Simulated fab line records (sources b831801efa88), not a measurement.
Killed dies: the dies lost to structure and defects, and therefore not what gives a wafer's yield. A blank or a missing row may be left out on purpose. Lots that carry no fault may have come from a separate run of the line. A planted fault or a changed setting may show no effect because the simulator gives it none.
fab line records -- flow sfq_line
record: lots: 15, wafers: 45, last_day: 91
route steps=325 shown I5@228 M6@252 M7@288
lots that met no fault: taken from a fault-free run of the same line
start_h: hours from the record's first day to the start of the lot's first wafer shown -- wait_h: hours from the lot's prior step to this one -- " identical to the entry in the row above -- L1.1+2: several wafers, shown together as one row -- - no value, or no start given -- * or withheld: withheld -- < > ~ a bound
route shown NAME@n: NAME is a module with steps in the file, n the number in the route of the first one -- usual: mean/standard deviation taken from wafers without a fault -- same: alike in all rows -- chamber/n: place in a boat -- sites: the reading at each site -- _std_site: standard deviation across them -- _edge_site: the outer-site mean with the inner-site mean subtracted -- radius_mm: how far each site lies from the wafer's centre -- mask NAME#n: copy n -- behind: the last tool/chamber to shape the wafer -- hold: why the lot went on hold/how many hours it stayed there/how the hold came to an end -- device: whichever transistor did not switch (one of n, p or np) -- end of line: tests of these same wafers at the route's end -- where a step has no rows: the recipe by itself -- killed: dies that structure and defects cost at the first sort, which is not the same as the wafer's yield -- map: per-die view of a wafer (x killed, . not killed, _ where there is no die)
set.NAME: the setting the step ran with; set.NAME@STEP: the setting that earlier step ran with -- model.NAME: the simulator's own value behind a step, which no gauge read
route steps across a sampled set of lots; one table per step, one row per wafer
services: the hour from which a tool's chamber was out of use, counted from the record's first day as start_h (under 0 if before that day), plus the number of hours and why
== steps ==
step: SFQ_TRILAYER_A5C_DEP_PECVD_142
recipe: material: SiO2, temp_c: 150, time_s: 15.556, pressure_torr: 2.4, rf_w: 183.3, precursor: SiH4/N2O, target_thk_nm: 70
usual: chamber_pressure_Torr: 2.401/0.0057, heater_power_w: 80/15, throttle_valve_pct: 24.8/1.5
lot.wafer,tool,chamber,start_h,wait_h,chamber_pressure_Torr,heater_power_w,throttle_valve_pct
L497.3,pecvd-04,1,1336.36,0.0,2.403,78,24.0
L497.4,pecvd-04,2,1336.36,0.0,2.394,94,22.2
L497.6,pecvd-04,1,1336.36,0.0,2.400,82,23.5
L500.2,pecvd-01,0,1356.41,0.0,2.405,99,24.3
L500.5,pecvd-01,0,1356.41,0.0,2.402,98,24.7
L500.6,pecvd-01,1,1356.41,0.0,2.401,76,26.4
L502.1,pecvd-03,1,1372.63,0.0,2.397,68,26.5
L502.3,pecvd-03,0,1372.63,0.0,2.404,72,22.9
L502.4,pecvd-03,1,1372.63,0.0,2.408,70,26.5
L503.2,pecvd-03,0,1379.83,0.0,2.401,75,22.9
L503.4,pecvd-03,2,1379.83,0.0,2.409,72,25.5
L503.5,pecvd-03,1,1379.83,0.0,2.395,82,26.7
L504.4,pecvd-03,0,1388.35,0.0,2.402,78,23.1
L504.5,pecvd-03,1,1388.35,0.0,2.395,75,26.5
L504.6,pecvd-03,2,1388.35,0.0,2.403,85,25.7
L505.3,pecvd-01,1,1407.54,0.0,2.406,75,26.6
L505.4,pecvd-01,1,1407.54,0.0,2.398,76,26.5
L505.6,pecvd-01,2,1407.54,0.0,2.402,81,26.0
L507.1,pecvd-01,1,1431.54,0.0,2.400,82,26.3
L507.4,pecvd-01,1,1431.54,0.0,2.400,83,26.4
L507.5,pecvd-01,0,1431.54,0.0,2.393,110,24.8
L508.2,pecvd-01,2,1446.83,0.0,2.405,71,26.0
L508.5,pecvd-01,2,1446.83,0.0,2.392,70,26.2
L508.6,pecvd-01,0,1446.83,0.0,2.407,113,24.3
L512.3,pecvd-03,2,1480.43,0.0,2.396,84,26.2
L512.5,pecvd-03,0,1480.43,0.0,2.396,80,23.1
L512.6,pecvd-03,2,1480.43,0.0,2.395,81,25.9
L513.1,pecvd-01,1,1484.01,0.0,2.397,83,26.3
L513.2,pecvd-01,2,1484.01,0.0,2.405,74,25.9
L513.6,pecvd-01,1,1484.01,0.0,2.414,84,26.4
L514.3,pecvd-03,2,1508.26,0.0,2.400,84,25.9
L514.4,pecvd-03,2,1508.26,0.0,2.395,84,26.1
L514.6,pecvd-03,1,1508.26,0.0,2.396,74,27.1
L515.2,pecvd-04,0,1513.06,0.0,2.396,45,23.8
L515.4,pecvd-04,1,1513.06,0.0,2.400,75,24.2
L515.5,pecvd-04,0,1513.06,0.0,2.407,46,23.8
L518.1,pecvd-03,2,1531.11,0.0,2.383,79,26.4
L518.2,pecvd-03,0,1531.11,0.0,2.399,75,23.3
L518.6,pecvd-03,0,1531.11,0.0,2.401,75,23.4
L519.1,pecvd-01,2,1555.88,0.0,2.409,70,26.0
L519.2,pecvd-01,1,1555.88,0.0,2.405,73,26.6
L519.3,pecvd-01,0,1555.88,0.0,2.404,106,24.5
L520.1,pecvd-04,0,1558.28,0.0,2.400,56,23.7
L520.3,pecvd-04,0,1558.28,0.0,2.411,56,23.7
L520.5,pecvd-04,0,1558.28,0.0,2.400,55,23.8
step: SFQ_TRILAYER_M6_DEP_SPUTTER_157
recipe: material: Nb, base_pressure_pa: 1.33e-06, chamber_pressure_pa: 0.1333, substrate_temp_c: 20, target_thk_nm: 200, power_w: 2000, time_s: 133.3
usual: chamber_pressure_pa: 0.13326/0.00026, substrate_temp_c: 20.00/0.1, throttle_valve_pct: 30.1/0.96
lot.wafer,tool,chamber,start_h,wait_h,chamber_pressure_pa,substrate_temp_c,throttle_valve_pct
L497.3,pvd_sputter-05,-,1575.24,0.0,0.13334,20.00,31.1
L497.4,pvd_sputter-05,-,1575.24,0.0,0.13275,19.90,30.1
L497.6,pvd_sputter-05,-,1575.24,0.0,0.13321,19.92,30.5
L500.2,pvd_sputter-05,-,1597.13,0.0,0.13301,20.11,30.7
L500.5,pvd_sputter-05,-,1597.13,0.0,0.13346,19.91,31.0
L500.6,pvd_sputter-05,-,1597.13,0.0,0.13318,19.87,30.7
L502.1,pvd_sputter-03,-,1610.46,0.0,0.13315,20.08,31.7
L502.3,pvd_sputter-03,-,1610.46,0.0,0.1332,19.92,30.7
L502.4,pvd_sputter-03,-,1610.46,0.0,0.13352,20.01,30.3
L503.2,pvd_sputter-05,-,1617.67,0.0,0.13342,20.07,30.4
L503.4,pvd_sputter-05,-,1617.67,0.0,0.13372,20.13,30.2
L503.5,pvd_sputter-05,-,1617.67,0.0,0.1335,19.83,30.6
L504.4,pvd_sputter-06,-,1621.47,0.0,0.13286,20.08,30.2
L504.5,pvd_sputter-06,-,1621.47,0.0,0.13391,20.20,29.4
L504.6,pvd_sputter-06,-,1621.47,0.0,0.13358,19.83,28.6
L505.3,pvd_sputter-03,-,1644.26,0.0,0.13329,19.85,27.7
L505.4,pvd_sputter-03,-,1644.26,0.0,0.13341,19.94,30.8
L505.6,pvd_sputter-03,-,1644.26,0.0,0.13327,19.72,30.6
L507.1,pvd_sputter-06,-,1654.03,0.0,0.13358,20.01,30.1
L507.4,pvd_sputter-06,-,1654.03,0.0,0.13326,20.00,28.7
L507.5,pvd_sputter-06,-,1654.03,0.0,0.13339,20.09,29.4
L508.2,pvd_sputter-05,-,1667.80,0.0,0.13377,20.17,30.3
L508.5,pvd_sputter-05,-,1667.80,0.0,0.13313,19.94,30.9
L508.6,pvd_sputter-05,-,1667.80,0.0,0.13289,19.84,30.5
L512.3,pvd_sputter-05,-,1706.64,0.0,0.13359,19.90,30.8
L512.5,pvd_sputter-05,-,1706.64,0.0,0.13344,20.15,30.9
L512.6,pvd_sputter-05,-,1706.64,0.0,0.13257,20.13,30.6
L513.1,pvd_sputter-06,-,1708.44,0.0,0.13312,20.12,28.6
L513.2,pvd_sputter-06,-,1708.44,0.0,0.13322,19.95,29.5
L513.6,pvd_sputter-06,-,1708.44,0.0,0.13345,19.78,29.5
L514.3,pvd_sputter-05,-,1733.64,0.0,0.13317,19.95,30.6
L514.4,pvd_sputter-05,-,1733.64,0.0,0.13296,20.12,31.1
L514.6,pvd_sputter-05,-,1733.64,0.0,0.13311,19.90,30.6
L515.2,pvd_sputter-05,-,1739.64,0.0,0.13328,19.96,30.2
L515.4,pvd_sputter-05,-,1739.64,0.0,0.13369,19.97,31.1
L515.5,pvd_sputter-05,-,1739.64,0.0,0.13317,20.09,30.4
L518.1,pvd_sputter-03,-,1752.97,0.0,0.13344,19.80,31.5
L518.2,pvd_sputter-03,-,1752.97,0.0,0.13377,20.08,30.5
L518.6,pvd_sputter-03,-,1752.97,0.0,0.13284,20.03,30.6
L519.1,pvd_sputter-06,-,1767.54,0.0,0.13336,20.07,30.2
L519.2,pvd_sputter-06,-,1767.54,0.0,0.1332,19.97,29.9
L519.3,pvd_sputter-06,-,1767.54,0.0,0.13317,19.93,29.5
L520.1,pvd_sputter-05,-,1772.17,0.0,0.13363,20.07,31.0
L520.3,pvd_sputter-05,-,1772.17,0.0,0.13342,20.04,30.5
L520.5,pvd_sputter-05,-,1772.17,0.0,0.13342,20.01,31.0
step: SFQ_TRILAYER_M7_LITHO_EXPOSE_178
recipe: mask_id: M7, na: 0.6, source_shape: conventional, sigma_outer: 0.65, target_cd_nm: 500, dose_mj: 14.4
usual: exposure_dose_mJ_cm2: 14.404/0.014, focus_offset_nm: 0.1/0.51
lot.wafer,tool,chamber,start_h,wait_h,mask,exposure_dose_mJ_cm2,focus_offset_nm
L497.3,krf_scanner-02,0,1899.70,-,M7#0,14.427,1.0
L497.4,krf_scanner-02,0,1899.70,-,M7#0,14.393,0.6
L497.6,krf_scanner-02,0,1899.70,-,M7#0,14.395,0.6
L500.2,krf_scanner-01,0,1922.42,-,M7#0,14.426,0.4
L500.5,krf_scanner-01,0,1922.42,-,M7#0,14.427,-0.3
L500.6,krf_scanner-01,0,1922.42,-,M7#0,14.430,0.0
L502.1,krf_scanner-01,-,1927.02,-,M7#0,-,-
L502.3,krf_scanner-01,-,1927.02,-,M7#0,-,-
L502.4,krf_scanner-01,-,1927.02,-,M7#0,-,-
L503.2,krf_scanner-01,-,1932.02,-,M7#0,-,-
L503.4,krf_scanner-01,-,1932.02,-,M7#0,-,-
L503.5,krf_scanner-01,-,1932.02,-,M7#0,-,-
L504.4,krf_scanner-01,-,1939.62,-,M7#0,-,-
L504.5,krf_scanner-01,-,1939.62,-,M7#0,-,-
L504.6,krf_scanner-01,-,1939.62,-,M7#0,-,-
L505.3,krf_scanner-01,0,1972.63,-,M7#0,14.393,0.6
L505.4,krf_scanner-01,0,1972.63,-,M7#0,14.392,0.3
L505.6,krf_scanner-01,0,1972.63,-,M7#0,14.390,0.1
L507.1,krf_scanner-01,0,1981.83,-,M7#0,14.385,-0.5
L507.4,krf_scanner-01,0,1981.83,-,M7#0,14.385,0.5
L507.5,krf_scanner-01,0,1981.83,-,M7#0,14.395,0.5
L508.2,krf_scanner-01,0,1992.83,-,M7#0,14.409,-0.6
L508.5,krf_scanner-01,0,1992.83,-,M7#0,14.402,-0.2
L508.6,krf_scanner-01,0,1992.83,-,M7#0,14.419,0.3
L512.3,krf_scanner-02,0,2025.22,-,M7#0,14.420,1.3
L512.5,krf_scanner-02,0,2025.22,-,M7#0,14.414,0.7
L512.6,krf_scanner-02,0,2025.22,-,M7#0,14.407,0.4
L513.1,krf_scanner-02,0,2026.02,-,M7#0,14.405,-0.4
L513.2,krf_scanner-02,0,2026.02,-,M7#0,14.407,-0.5
L513.6,krf_scanner-02,0,2026.02,-,M7#0,14.381,0.3
L514.3,krf_scanner-02,0,2046.82,-,M7#0,14.397,0.0
L514.4,krf_scanner-02,0,2046.82,-,M7#0,14.383,0.2
L514.6,krf_scanner-02,0,2046.82,-,M7#0,14.393,-0.6
L515.2,krf_scanner-02,0,2059.62,-,M7#0,14.401,-0.5
L515.4,krf_scanner-02,0,2059.62,-,M7#0,14.416,0.2
L515.5,krf_scanner-02,0,2059.62,-,M7#0,14.396,-0.5
L518.1,krf_scanner-02,0,2069.02,-,M7#0,14.415,0.0
L518.2,krf_scanner-02,0,2069.02,-,M7#0,14.434,-0.7
L518.6,krf_scanner-02,0,2069.02,-,M7#0,14.427,-0.3
L519.1,krf_scanner-01,0,2079.88,-,M7#0,14.380,-0.3
L519.2,krf_scanner-01,0,2079.88,-,M7#0,14.393,0.0
L519.3,krf_scanner-01,0,2079.88,-,M7#0,14.398,-0.1
L520.1,krf_scanner-01,0,2087.08,-,M7#0,14.386,-0.1
L520.3,krf_scanner-01,0,2087.08,-,M7#0,14.408,-0.2
L520.5,krf_scanner-01,0,2087.08,-,M7#0,14.402,0.4
step: SFQ_TRILAYER_M7_STRIP_STRIP_181
recipe: gas: O2, power_w: 200, platen_temp_c: 40, overash_fraction: 0.65, chemistry: O2, pressure_mtorr: 50
usual: drypump_motor_current_A: 5.9/0.47, oes_product_au: 1.000/0.0066, platen_temp_c: 40.01/0.12
lot.wafer,tool,chamber,start_h,wait_h,drypump_motor_current_A,oes_product_au,platen_temp_c,rf_hours_counter_h
L497.3,rie_metal-02,1,1901.22,0.2,5.4,0.995,40.04,-
L497.4,rie_metal-02,0,1901.22,0.2,6.3,0.993,40.07,-
L497.6,rie_metal-02,1,1901.22,0.2,5.5,0.994,39.92,-
L500.2,rie_metal-04,1,1923.94,0.1,5.8,0.989,40.03,97
L500.5,rie_metal-04,1,1923.94,0.1,5.8,1.007,40.03,-
L500.6,rie_metal-04,0,1923.94,0.1,5.1,0.999,40.01,-
L502.1,rie_metal-01,1,1928.74,0.1,5.9,1.004,39.74,30
L502.3,rie_metal-01,0,1928.74,0.1,6.5,0.989,39.94,-
L502.4,rie_metal-01,1,1928.74,0.1,5.9,1.000,40.03,-
L503.2,rie_metal-01,0,1933.54,0.1,6.5,0.996,40.01,82
L503.4,rie_metal-01,1,1933.54,0.1,5.9,1.005,40.09,-
L503.5,rie_metal-01,0,1933.54,0.1,6.4,0.991,40.02,-
L504.4,rie_metal-01,1,1940.94,0.2,5.9,1.006,39.80,-
L504.5,rie_metal-01,1,1940.94,0.2,5.9,1.004,40.07,-
L504.6,rie_metal-01,0,1940.94,0.2,6.5,0.983,40.04,-
L505.3,rie_metal-04,0,1974.15,0.2,5.1,0.998,40.14,-
L505.4,rie_metal-04,1,1974.15,0.2,5.8,1.009,39.95,-
L505.6,rie_metal-04,1,1974.15,0.2,5.8,1.007,39.96,-
L507.1,rie_metal-01,1,1983.55,0.1,5.9,0.998,40.18,37
L507.4,rie_metal-01,0,1983.55,0.1,6.5,1.007,40.05,-
L507.5,rie_metal-01,1,1983.55,0.1,5.9,1.003,39.96,-
L508.2,rie_metal-01,1,1994.35,0.1,5.9,1.010,40.14,38
L508.5,rie_metal-01,0,1994.35,0.1,6.4,1.008,40.09,-
L508.6,rie_metal-01,1,1994.35,0.1,5.9,1.002,40.16,-
L512.3,rie_metal-04,0,2026.74,0.2,5.1,1.001,40.14,-
L512.5,rie_metal-04,1,2026.74,0.2,5.9,0.998,39.82,-
L512.6,rie_metal-04,0,2026.74,0.2,5.1,0.994,39.95,-
L513.1,rie_metal-02,0,2027.74,0.1,6.3,0.992,40.02,72
L513.2,rie_metal-02,1,2027.74,0.1,5.4,0.998,39.95,73
L513.6,rie_metal-02,0,2027.74,0.1,6.3,0.991,40.02,-
L514.3,rie_metal-02,0,2048.34,0.2,6.3,0.991,39.94,-
L514.4,rie_metal-02,1,2048.34,0.2,5.4,0.993,39.93,-
L514.6,rie_metal-02,1,2048.34,0.2,5.4,1.001,40.00,-
L515.2,rie_metal-02,0,2061.14,0.1,6.3,0.998,40.11,76
L515.4,rie_metal-02,0,2061.14,0.1,6.3,0.991,39.83,-
L515.5,rie_metal-02,0,2061.14,0.1,6.3,0.999,39.90,-
L518.1,rie_metal-01,0,2070.74,0.1,6.5,0.990,39.87,98
L518.2,rie_metal-01,1,2070.74,0.1,5.9,1.003,39.84,47
L518.6,rie_metal-01,0,2070.74,0.1,6.5,0.999,39.97,-
L519.1,rie_metal-02,1,2081.61,0.1,5.4,1.001,40.01,81
L519.2,rie_metal-02,0,2081.61,0.1,6.3,0.995,39.87,80
L519.3,rie_metal-02,0,2081.61,0.1,6.3,0.991,39.96,-
L520.1,rie_metal-04,0,2088.81,0.1,5.1,1.007,39.93,53
L520.3,rie_metal-04,0,2088.81,0.1,5.1,1.015,40.03,-
L520.5,rie_metal-04,0,2088.81,0.1,5.1,1.006,39.81,-
== services ==
tool,chamber,start_h,hours,kind
pvd_sputter-05,-,1325.11,19.0,repair
krf_scanner-01,-,1333.78,1.3,pm
krf_scanner-01,-,1362.86,1.0,pm
krf_scanner-01,-,1498.51,0.6,repair
krf_scanner-01,-,1510.38,1.3,pm
krf_scanner-01,-,1532.08,1.0,pm
krf_scanner-01,-,1546.28,3.6,pm
krf_scanner-01,-,1576.62,3.7,repair
krf_scanner-01,-,1578.71,2.5,repair
krf_scanner-01,-,1606.28,0.8,pm
krf_scanner-01,-,1618.90,3.9,repair
krf_scanner-01,-,1686.37,1.3,pm
krf_scanner-01,-,1700.06,1.0,pm
krf_scanner-01,-,1775.74,0.8,pm
krf_scanner-01,-,1784.24,0.9,repair
krf_scanner-01,-,1793.58,4.0,pm
krf_scanner-01,-,1813.20,4.4,pm
krf_scanner-01,-,1823.62,1.0,repair
krf_scanner-01,-,1861.97,1.3,pm
krf_scanner-01,-,1869.27,1.0,pm
krf_scanner-01,-,1896.61,0.3,repair
krf_scanner-01,-,1945.02,0.8,pm
krf_scanner-01,-,2060.78,1.3,pm
krf_scanner-01,-,2062.08,1.0,pm
== key ==
first_sign: step: SFQ_TRILAYER_M7_LITHO_EXPOSE_178, reading: tool_record, direction: missing
effect none on later readings
met_at SFQ_TRILAYER_M7_LITHO_EXPOSE_178
struck_lots L502,L503,L504
not_acting_at SFQ_TRILAYER_A5C_DEP_PECVD_142,SFQ_TRILAYER_M6_DEP_SPUTTER_157,SFQ_TRILAYER_M7_STRIP_STRIP_181
onset_between 1922.42 1927.02
fault: kind: skipped_step_whole, tool: krf_scanner-01, chamber: -, onset_h: 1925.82, steps: SFQ_TRILAYER_M7_LITHO_EXPOSE_178, scope: struck_lots_only
